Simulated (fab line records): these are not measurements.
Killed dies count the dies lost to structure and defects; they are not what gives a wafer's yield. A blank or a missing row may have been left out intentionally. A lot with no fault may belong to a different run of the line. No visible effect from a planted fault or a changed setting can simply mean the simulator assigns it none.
Struck lot and sound lot, side by side / flow sky130 / 44 out of 708 route steps
Sound: wafers L806.3, L806.5, L806.6. Wafers L818.1, L818.3, L818.4 were the ones struck. The cause comes at the end.
Each step with rows lists, per side, the tool, then ch with its chambers, then its first start. Under that, the readings that differ: sound wafers / struck wafers / difference of the means / sigmas: that difference in standard deviations of wafers without a fault.
alike: same words and numbers on both sides, and readings whose means sit less than 2 such deviations apart. not compared: any withheld reading, any reading some wafer has no value for, any bound like >300 that may hide the same value, and any number with overlapping values for which the record gives no deviation.
A row with sigmas, a row that says differs or no value, or rows on one side alone: a step with any of these is where the two part. Numbers that don't overlap but have no deviation are shown without sigmas and don't part them. Lack of a reading on every wafer of one side parts them only where that side has two or more wafers.

first, 2 steps without rows for these wafers: SKY_DNWELL_DEVELOP_06 (develop time 60 s); SKY_DNWELL_IMPLANT_07.
SKY_DNWELL_STRIP_08: strips in O2/N2.
  sound on plasma-asher-02 ch 0,1, day 4 10:04; struck on plasma-asher-03 ch 0,1, day 7 01:43
  alike: drypump-motor-current-A, oes-product-au, strip-time-to-endpoint-s
  not compared: rf-hours-counter-h
SKY_DNWELL_TW_MEAS_09:
  sound on film-metro-04 at day 4 10:09; struck on film-metro-02 at day 7 01:49
  alike: DNWELL_TW
then, 7 steps without rows for these wafers: SKY_PWDE_DEHYDRATE_00 (time 60 s); SKY_PWDE_HMDS_01 (prime time 60 s); SKY_PWDE_COAT_02 (resist thk 3000 nm); SKY_PWDE_SOFTBAKE_03; SKY_PWDE_EXPOSE_04 (exposes mask PWDEM, target cd 840 nm); SKY_PWDE_PEB_05; SKY_PWDE_DEVELOP_06 (develop time 60 s).
SKY_PWDE_OVL_MEAS_07:
  sound on overlay-01 at day 5 04:19; struck on overlay-02 at day 7 22:19
reading=PWDE_OVL (nm); sound=3.0 2.7 3.7; struck=-0.7 0.4 0.9; difference=-2.9; sigmas=-2
SKY_PWDE_IMPLANT_08:
  sound on implanter-01 ch 0, day 5 04:24; struck on implanter-01 ch 0, day 7 22:21
reading=dose-ions-cm2; sound=3.598e+12 3.61e+12 3.61e+12; struck=3.259e+12 3.256e+12 3.26e+12; difference=-3.477e+11; sigmas=-87
reading=faraday-current-uA; sound=20.4 20.3 20.0; struck=18.7 18.0 18.2; difference=-1.9; sigmas=-5
  alike: end-station-pressure-torr
SKY_PWDE_STRIP_09: strips in O2/N2.
  sound on plasma-asher-03 ch 0,1, day 5 04:32; struck on plasma-asher-03 ch 0,1, day 7 22:30
  alike: drypump-motor-current-A, oes-product-au, strip-time-to-endpoint-s
  not compared: rf-hours-counter-h
SKY_PWDE_TW_MEAS_10:
  sound on film-metro-02 at day 5 04:37; struck on film-metro-02 at day 7 22:36
reading=PWDE_TW; sound=371.8 370.8 372.5; struck=357.4 356.8 357.5; difference=-14.5; sigmas=-5
then, 7 steps without rows for these wafers: SKY_NWELL_DEHYDRATE_03 (time 60 s); SKY_NWELL_HMDS_04 (prime time 60 s); SKY_NWELL_COAT_05 (resist thk 3000 nm); SKY_NWELL_SOFTBAKE_06; SKY_NWELL_EXPOSE_07 (exposes mask NWM, target cd 840 nm); SKY_NWELL_PEB_08; SKY_NWELL_DEVELOP_09 (develop time 60 s).
SKY_NWELL_OVL_MEAS_10:
  sound on overlay-01 at day 5 23:01; struck on overlay-02 at day 8 19:16
  alike: NWELL_00_OVL
then, 3 steps without rows for these wafers: SKY_NWELL_IMPLANT_11; SKY_NWELL_IMPLANT_12; SKY_NWELL_IMPLANT_13.
SKY_NWELL_STRIP_14: strips in O2/N2.
  sound on plasma-asher-04 ch 0,1, day 5 23:32; struck on plasma-asher-01 ch 0,1, day 8 19:45
  alike: drypump-motor-current-A, oes-product-au, strip-time-to-endpoint-s
  not compared: rf-hours-counter-h
SKY_NWELL_TW_MEAS_15:
  sound on film-metro-04 at day 5 23:37; struck on film-metro-01 at day 8 19:51
  alike: NWELL_TW
then, 7 steps without rows for these wafers: SKY_NWELL_DEHYDRATE_16 (time 60 s); SKY_NWELL_HMDS_17 (prime time 60 s); SKY_NWELL_COAT_18 (resist thk 3000 nm); SKY_NWELL_SOFTBAKE_19; SKY_NWELL_EXPOSE_20 (exposes mask NWM COMPLEMENT, target cd 840 nm); SKY_NWELL_PEB_21; SKY_NWELL_DEVELOP_22 (develop time 60 s).
SKY_NWELL_OVL_MEAS_23:
  sound on overlay-01 at day 6 17:35; struck on overlay-02 at day 9 17:32
  alike: NWELL_01_OVL
following that, these wafers have no rows for 1 step: SKY_NWELL_IMPLANT_24.
SKY_NWELL_STRIP_25: strips in O2/N2.
  sound on plasma-asher-03 ch 0,1, day 6 17:47; struck on plasma-asher-01 ch 0,1, day 9 17:43
  alike: drypump-motor-current-A, oes-product-au, strip-time-to-endpoint-s
  not compared: rf-hours-counter-h
SKY_NWELL_TW_MEAS_26:
  sound on film-metro-02 at day 6 17:52; struck on film-metro-04 at day 9 17:49
  alike: NWELL_2_TW
then, 1 step without rows for these wafers: SKY_NWELL_CLEAN_27 (cleans in SC1/SC2, time 150 s).
SKY_NWELL_RTA_28: time 30 s.
  sound on rtp-anneal-02 ch 0, day 6 18:00; struck on rtp-anneal-01 ch 0, day 9 17:56
  alike: lamp-power-pct, ramp-up-c-per-s, wafer_temp_C_max
SKY_NWELL_RS_MEAS_29: measures by four-point-probe.
  sound on film-metro-04 at day 6 18:07; struck on film-metro-01 at day 9 18:02
  alike: NWELL_RS
SKY_NWELL_RS_MEAS_31: measures by four-point-probe.
  sound on film-metro-04 at day 6 18:21; struck on film-metro-01 at day 9 18:16
reading=PWDE_RS (ohm/sq); sound=5271 5301 5292; struck=5708 5733 5726; difference=+434; sigmas=+27
SKY_PAD_OPEN_PROBE_99:
  rows exist in the record for the sound wafers here (prober-02, day 47 11:32), none for the struck ones

## WHERE THEY PART
First at SKY_PWDE_OVL_MEAS_07; last, within this record, at SKY_PAD_OPEN_PROBE_99.

WHY: what the simulator had put in
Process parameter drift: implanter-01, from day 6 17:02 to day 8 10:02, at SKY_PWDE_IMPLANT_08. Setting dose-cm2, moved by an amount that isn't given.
